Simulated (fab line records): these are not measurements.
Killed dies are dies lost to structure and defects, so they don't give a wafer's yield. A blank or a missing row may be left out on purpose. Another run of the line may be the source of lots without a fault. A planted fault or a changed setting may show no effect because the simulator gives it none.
Comparing a struck lot with a sound one || flow sky130 || 42 steps out of a route of 708
Sound: the wafers L101.1, L101.2, L101.6. Struck: wafer L113.1. (L113.3 of the same lot was not struck and is left out.) The cause comes at the end.
For every step that has rows: the tool of each side, followed by ch and its chambers, followed by its first start. Under that, the readings that differ: sound wafers || struck wafers || difference of the means || sigmas: that difference in standard deviations of wafers without a fault.
alike: words and numbers the same on both sides, and readings whose means are apart by under 2 such deviations; not compared: readings that were withheld, readings missing a value for some wafer, numbers with overlapping values and no deviation given by the record, and bounds like >300 which may hide the same value.
The two part at a step that has a row with sigmas, a row that says differs or no value, or rows on one side only. Numbers that have no deviation but don't overlap get no sigmas and don't part them. Lack of a reading on every wafer of one side parts them only where that side has two or more wafers.

SKY_SD_P_CD_MEAS_07 targets a cd of 380 nm.
  sound: cd-sem-02 at day 25 01:25; struck: cd-sem-02 at day 29 01:59
  alike: cd-nm
SKY_SD_P_OVL_MEAS_08:
  sound: overlay-02 at day 25 01:32; struck: overlay-02 at day 29 02:06
{"reading": "SD_P_OVL (nm)", "sound": "-3.6 -3.2 -2.9", "struck": 0.2, "difference": "+3.4", "sigmas": "+3"}
after that, 1 step had no rows for these wafers: SKY_SD_P_IMPLANT_09.
SKY_SD_P_STRIP_10: strips in O2/N2.
  sound on plasma-asher-01 ch 0,1, day 25 01:43; struck on plasma-asher-01 ch 1, day 29 02:17
{"reading": "drypump-motor-current-A (A)", "sound": "5.0 6.4 6.4", "struck": 5.0, "difference": -0.9, "sigmas": -2}
  alike: oes-product-au, strip-time-to-endpoint-s
  not compared: rf-hours-counter-h
SKY_SD_P_TW_MEAS_11:
  sound: film-metro-03 at day 25 01:49; struck: film-metro-02 at day 29 02:23
  alike: SD_P_TW
then, 7 steps without rows for these wafers: SKY_RES_XHIGH_DEHYDRATE_00 (time 60 s); SKY_RES_XHIGH_HMDS_01 (prime time 60 s); SKY_RES_XHIGH_COAT_02 (resist thk 1140 nm); SKY_RES_XHIGH_SOFTBAKE_03 (time 60 s); SKY_RES_XHIGH_EXPOSE_04 (exposes mask URPM, target cd 1270 nm); SKY_RES_XHIGH_PEB_05; SKY_RES_XHIGH_DEVELOP_06 (develop time 60 s).
SKY_RES_XHIGH_IMPLANT_07:
  sound on implanter-01 ch 0, day 26 06:41; struck on implanter-02 ch 0, day 30 05:49
SKY_RES_XHIGH_STRIP_08: strips in O2/N2.
  sound on plasma-asher-01 ch 0,1, day 26 06:50; struck on plasma-asher-02 ch 0, day 30 05:58
{"reading": "oes-product-au (a.u.)", "sound": "0.708 0.707 0.709", "struck": 0.719, "difference": "+0.011", "sigmas": "+3"}
  alike: drypump-motor-current-A, strip-time-to-endpoint-s
  not compared: rf-hours-counter-h
SKY_RES_XHIGH_TW_MEAS_09:
  sound: film-metro-02 at day 26 06:56; struck: film-metro-03 at day 30 06:04
  alike: RES_XHIGH_TW
then, 7 steps without rows for these wafers: SKY_SD_N_DEHYDRATE_00 (time 60 s); SKY_SD_N_HMDS_01 (prime time 60 s); SKY_SD_N_COAT_02 (resist thk 1140 nm); SKY_SD_N_SOFTBAKE_03 (time 60 s); SKY_SD_N_EXPOSE_04 (exposes mask NSDM, target cd 380 nm); SKY_SD_N_PEB_05; SKY_SD_N_DEVELOP_06 (develop time 60 s).
SKY_SD_N_CD_MEAS_07 targets a cd of 380 nm.
  sound: cd-sem-01 at day 27 12:20; struck: cd-sem-01 at day 31 07:52
  alike: cd-nm
SKY_SD_N_OVL_MEAS_08:
  sound: overlay-02 at day 27 12:28; struck: overlay-02 at day 31 07:59
  alike: SD_N_OVL
then, 2 steps without rows for these wafers: SKY_SD_N_IMPLANT_09; SKY_SD_N_IMPLANT_10.
SKY_SD_N_STRIP_11: strips in O2/N2.
  sound on plasma-asher-02 ch 0,1, day 27 12:47; struck on plasma-asher-04 ch 0, day 31 08:19
  alike: drypump-motor-current-A, oes-product-au, strip-time-to-endpoint-s
  not compared: rf-hours-counter-h
SKY_SD_N_TW_MEAS_12:
  sound: film-metro-03 at day 27 12:54; struck: film-metro-02 at day 31 08:25
  alike: SD_N_TW
then, 1 step without rows for these wafers: SKY_SD_N_CLEAN_13 (cleans in SC1/SC2, time 150 s).
SKY_SD_N_RTA_14: time 2 s.
  sound on rtp-anneal-02 ch 0, day 27 13:01; struck on rtp-anneal-01 ch 0, day 31 08:32
  alike: lamp-power-pct, wafer_temp_C_max
SKY_SD_N_RS_MEAS_16: a four-point-probe measurement.
  sound: film-metro-03 at day 27 13:11; struck: film-metro-04 at day 31 08:42
  alike: SD_N_RS
SKY_SD_N_RS_MEAS_17: a four-point-probe measurement.
  sound: film-metro-03 at day 27 13:19; struck: film-metro-04 at day 31 08:49
{"reading": "SD_P_RS (ohm/sq)", "sound": "146.6 146.9 146.9", "struck": 147.7, "difference": "+0.9", "sigmas": "+2"}
SKY_SD_N_RS_MEAS_18: a four-point-probe measurement.
  sound: film-metro-03 at day 27 13:26; struck: film-metro-04 at day 31 08:56
{"reading": "RES_XHIGH_RS (ohm/sq)", "sound": "333.4 333.7 333.8", "struck": 336.7, "difference": "+3.1", "sigmas": "+2"}
then, 2 steps without rows for these wafers: SKY_SALICIDE_CLEAN_00 (cleans in HF-last, time 30 s); SKY_LI_CONTACT_HDPCVD_00 (deposits PSG, target thk 930 nm, time 155 s).
SKY_LI_CONTACT_THK_MEAS_01:
  sound: film-metro-02 at day 27 13:40; struck: film-metro-03 at day 31 09:11
  alike: LI_CONTACT_HDPCVD_THK
SKY_LI_CONTACT_CMP_02: polishes PSG.
  sound on cmp-01 ch 0,1,3, day 27 13:47; struck on cmp-02 ch 2, day 31 09:20
  alike: motor-current-A, time-to-endpoint-s
SKY_LI_CONTACT_BOW_MEAS_03:
  sound: film-metro-02 at day 27 14:02; struck: film-metro-04 at day 31 09:32
  alike: LI_CONTACT_BOW
then, 3 steps without rows for these wafers: SKY_LI_CONTACT_DEHYDRATE_04 (time 60 s); SKY_LI_CONTACT_HMDS_05 (prime time 60 s); SKY_LI_CONTACT_COAT_06 (resist thk 60 nm).
-- the record jumps here: 17 days lie between the struck wafers' starts before and after (it left off in module LI_CONTACT and takes up again in module PAD_OPEN, whose first step shown is number 708 of the route) --
SKY_PAD_OPEN_PROBE_99:
  sound: prober-02 at day 45 15:59; struck: prober-02 at day 48 10:13
{"reading": "model.etest.res-xhigh-po.rs-ohm-sq-range", "sound": "92.54 108.9 119.2", "struck": 253.7, "difference": "+146.8", "sigmas": ""}
  alike: killed_at_M0_to_M3, killed_at_M4_up, killed-at-contacts, killed-at-front-end, killed-at-other, killed-dies, killed-on-rim, killed-open, killed-short

== WHERE THEY PART ==
At SKY_SD_P_OVL_MEAS_08 first; at SKY_SD_N_RS_MEAS_18 last (within this record only). Later steps at which nothing parts them and some readings are alike: SKY_LI_CONTACT_THK_MEAS_01, SKY_LI_CONTACT_CMP_02, SKY_LI_CONTACT_BOW_MEAS_03, SKY_PAD_OPEN_PROBE_99.

WHY: what the simulator had put in
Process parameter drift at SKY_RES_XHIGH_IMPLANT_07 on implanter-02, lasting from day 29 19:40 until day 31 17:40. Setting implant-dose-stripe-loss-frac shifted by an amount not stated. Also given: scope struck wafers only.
